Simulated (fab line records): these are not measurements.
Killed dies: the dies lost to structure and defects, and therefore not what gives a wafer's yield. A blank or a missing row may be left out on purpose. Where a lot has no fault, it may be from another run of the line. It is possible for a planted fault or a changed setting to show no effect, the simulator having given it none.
2 desks, one fault / flow gf180mcu / each desk has only its own numbers; what lay behind them comes last

== AT THE TOOL OWNER'S DESK: rie-metal-03 ==
The tool's own readings at GF_M4_METAL_ETCH_16 (etches the open film in Cl2/BCl3, stops on SiO2, target depth 627.5 nm, time 104.6 s): means of the sampled wafers that have a number, for each lot that ran on this tool. Marked OUT: a lot whose mean sits more than 4 standard deviations from the usual mean, which makes it out of limits; the brackets give that distance.
Columns: A = bias-w at GF_M4_METAL_ETCH_16, usual 140.0 W; B = drypump-motor-current-A at GF_M4_METAL_ETCH_16, usual 5.6 A; C = he-backside-leak-sccm at GF_M4_METAL_ETCH_16, usual 3.30 sccm; D = oes-product-au at GF_M4_METAL_ETCH_16, usual 0.972 a.u.; E = throttle-valve-pct at GF_M4_METAL_ETCH_16, usual 28.249 %
lot=L679; first seen here=day 23 03:20; A=140.6; B=5.6; C=3.12; D=0.974; E=28.247
lot=L681; first seen here=day 23 17:49; A=139.6; B=5.6; C=3.25; D=0.965; E=28.260
lot=L682; first seen here=day 24 11:47; A=152.0 (+28) OUT; B=5.6; C=3.21; D=0.975; E=28.261
lot=L684; first seen here=day 25 18:12; A=152.1 (+28) OUT; B=5.6; C=3.26; D=0.967; E=28.250
lot=L692; first seen here=day 28 06:12; A=139.4; B=5.7; C=3.30; D=0.974; E=28.247
lot=L693; first seen here=day 28 10:07; A=140.2; B=5.8; C=3.17; D=0.975; E=28.246
lot=L694; first seen here=day 28 18:51; A=140.3; B=5.7; C=3.21; D=0.970; E=28.245
lot=L698; first seen here=day 30 00:10; A=139.7; B=5.5; C=3.22; D=0.973; E=28.244
This desk finds L682, L684 out of limits, L682 being first, at day 24 11:47 (bias-w at GF_M4_METAL_ETCH_16). L679, L681, L692, L693, L694, L698 stayed within limits.

== METROLOGY DESK ==
What the gauges read, lot by lot, whatever tool the lot ran on: means of the sampled wafers that have a number. Marked OUT: a lot whose mean sits more than 4 standard deviations from the usual mean, which makes it out of limits; the brackets give that distance.
Columns: A = M4_ALCU_THK at GF_M4_THK_MEAS_06, usual 442 nm; B = cd-nm at GF_M4_CD_MEAS_14, usual 279.8 nm; C = V4_CVD_00_THK at GF_V4_THK_MEAS_01, usual 597 nm
lot=L679; first seen here=day 22 04:31; A=444; B=281.3; C=590
lot=L681; first seen here=day 22 19:12; A=432; B=281.0; C=596
lot=L682; first seen here=day 23 12:47; A=442; B=279.6; C=601
lot=L684; first seen here=day 24 21:57; A=440; B=279.5; C=604
lot=L685; first seen here=day 24 22:32; A=456; B=280.3; C=597
lot=L692; first seen here=day 27 11:08; A=440; B=280.1; C=598
lot=L693; first seen here=day 27 14:26; A=446; B=281.0; C=592
lot=L694; first seen here=day 27 23:44; A=441; B=280.8; C=591
lot=L695; first seen here=day 28 13:18; A=442; B=281.0; C=592
lot=L697; first seen here=day 28 15:02; A=439; B=279.9; C=595
lot=L698; first seen here=day 29 05:14; A=440; B=279.4; C=597
lot=L699; first seen here=day 29 06:23; A=441; B=277.6; C=602
lot=L700; first seen here=day 29 13:26; A=443; B=277.8; C=594
Result from this desk: across the 13 lots, nothing is out of limits.

== BROUGHT TOGETHER ==
An alarm could have come from the tool owner's desk at day 24 11:47, on L682, L684.
From the metrology desk's view, nothing was out of limits.
The metrology desk has L682, L684 on record, within its limits.
GF_M4_METAL_ETCH_16 was run on rie-metal-03 by each of the lots named.

== WHAT THE SIMULATOR PUT IN ==
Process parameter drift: rie-metal-03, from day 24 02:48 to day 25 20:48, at GF_M4_METAL_ETCH_16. Setting bias-w, moved by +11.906, from 140. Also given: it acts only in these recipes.
Lots struck among those shown: L682, L684.
Time in hours from fault onset to the first out-of-limits reading at each desk: the tool owner's desk, 9.
